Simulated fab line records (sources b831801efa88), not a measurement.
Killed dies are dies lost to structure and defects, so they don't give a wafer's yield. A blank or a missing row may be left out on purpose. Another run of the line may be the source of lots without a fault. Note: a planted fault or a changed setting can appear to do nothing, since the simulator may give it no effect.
Struck lot and sound lot, side by side ; flow sky130 ; 16 steps out of a route of 708
Sound: these wafers, L213.3, L213.5, L213.6. Wafers L209.1, L209.2, L209.4 were the ones struck. The cause is named last.
For every step that has rows: the tool of each side, followed by ch and its chambers, followed by its first start. Under that, the readings that differ: sound wafers ; struck wafers ; difference of the means ; sigmas: that difference in standard deviations of wafers without a fault.
alike: words and numbers the same on both sides, and readings whose means are apart by under 2 such deviations; not compared: readings that were withheld, readings missing a value for some wafer, numbers with overlapping values and no deviation given by the record, and bounds like >300 which may hide the same value.
The two part at a step that has a row with sigmas, a row that says differs or no value, or rows on one side only. Numbers that have no deviation but don't overlap get no sigmas and don't part them. A reading missing from all wafers of one side parts the sides only when that side holds two or more wafers.

SKY_NWELL_RS_MEAS_29: measures by four-point-probe.
  sound on film metro-02, day 7 18:46; struck on film metro-02, day 6 22:23
  alike: NWELL_RS
SKY_NWELL_RS_MEAS_31: measures by four-point-probe.
  sound on film metro-02, day 7 19:00; struck on film metro-02, day 6 22:37
  alike: PWDE_RS
then, 7 steps without rows for these wafers: SKY_VT_ADJUST_HVTP_DEHYDRATE_00 (time 60 s); SKY_VT_ADJUST_HVTP_HMDS_01 (prime time 60 s); SKY_VT_ADJUST_HVTP_COAT_02 (resist thk 1140 nm); SKY_VT_ADJUST_HVTP_SOFTBAKE_03 (time 60 s); SKY_VT_ADJUST_HVTP_EXPOSE_04 (exposes mask HVTPM, target cd 380 nm); SKY_VT_ADJUST_HVTP_PEB_05; SKY_VT_ADJUST_HVTP_DEVELOP_06 (develop time 60 s).
SKY_VT_ADJUST_HVTP_CD_MEAS_07: the cd target is 380 nm.
  sound on cd sem-02, day 8 15:29; struck on cd sem-01, day 7 17:59
  alike: cd nm
SKY_VT_ADJUST_HVTP_OVL_MEAS_08:
  sound on overlay-01, day 8 15:34; struck on overlay-02, day 7 18:07
  alike: VT_ADJUST_HVTP_OVL
SKY_VT_ADJUST_HVTP_IMPLANT_09:
  sound on implanter-02 ch 0, day 8 15:38; struck on implanter-02 ch 0, day 7 18:29
SKY_VT_ADJUST_HVTP_STRIP_10: strips in O2/N2.
  sound on plasma asher-04 ch 0,1, day 8 15:47; struck on plasma asher-04 ch 0,1, day 7 18:38
  alike: drypump motor current A, oes product au, strip time to endpoint s
  not compared: rf hours counter h
SKY_VT_ADJUST_HVTP_TW_MEAS_11:
  sound on film metro-03, day 8 15:52; struck on film metro-02, day 7 18:50
reading;sound;struck;difference;sigmas
VT_ADJUST_HVTP_TW;1356 1350 1358;1695 1689 1688;+336;+47
then, 1 step without rows for these wafers: SKY_VT_ADJUST_LVTN_DEHYDRATE_00 (time 60 s).
-- the record jumps here: 40 days lie between the struck wafers' starts before and after (it left off in module VT_ADJUST_LVTN and takes up again in module PAD_OPEN, whose first step shown is number 708 of the route) --
SKY_PAD_OPEN_PROBE_99:
  sound on prober-01, day 48 06:32; struck on prober-02, day 47 11:59
reading;sound;struck;difference;sigmas
model.etest.tip p.rs ohm sq;6938 6896 6795;9298 9423 9430;+2507;
model.etest.pfet_01v8.r on ohm um;2978 2928 2930;3772 3741 3718;+798;
model.etest.pfet_01v8.drive ua um;187 190.8 191.1;118.3 119.9 120.8;-70.0;
model.etest.pfet_01v8_mvt.drive ua um;148.1 150.1 150.1;84.55 87.24 86.2;-63.44;
model.etest.pfet_01v8_hvt.drive ua um;139.1 143.7 140.8;92.67 94.75 94.89;-47.10;
model.etest.sram pfet latch.drive ua um;134.1 136.8 140.1;95.72 99.48 97.09;-39.57;
model.etest.ring_1v8.delay ps;21.72 21.28 21.45;28.81 28.53 27.34;+6.74;
  alike: killed_at_M0_to_M3, killed_at_M4_up, killed at contacts, killed at front end, killed at other, killed dies, killed open, killed short
  not compared: model.etest.tip p.rs ohm sq range

== WHERE THEY PART ==
Only at SKY_VT_ADJUST_HVTP_TW_MEAS_11, as far as this record shows. Later steps at which nothing parts them and some readings are alike: SKY_PAD_OPEN_PROBE_99.

WHY: whatever the simulator had introduced
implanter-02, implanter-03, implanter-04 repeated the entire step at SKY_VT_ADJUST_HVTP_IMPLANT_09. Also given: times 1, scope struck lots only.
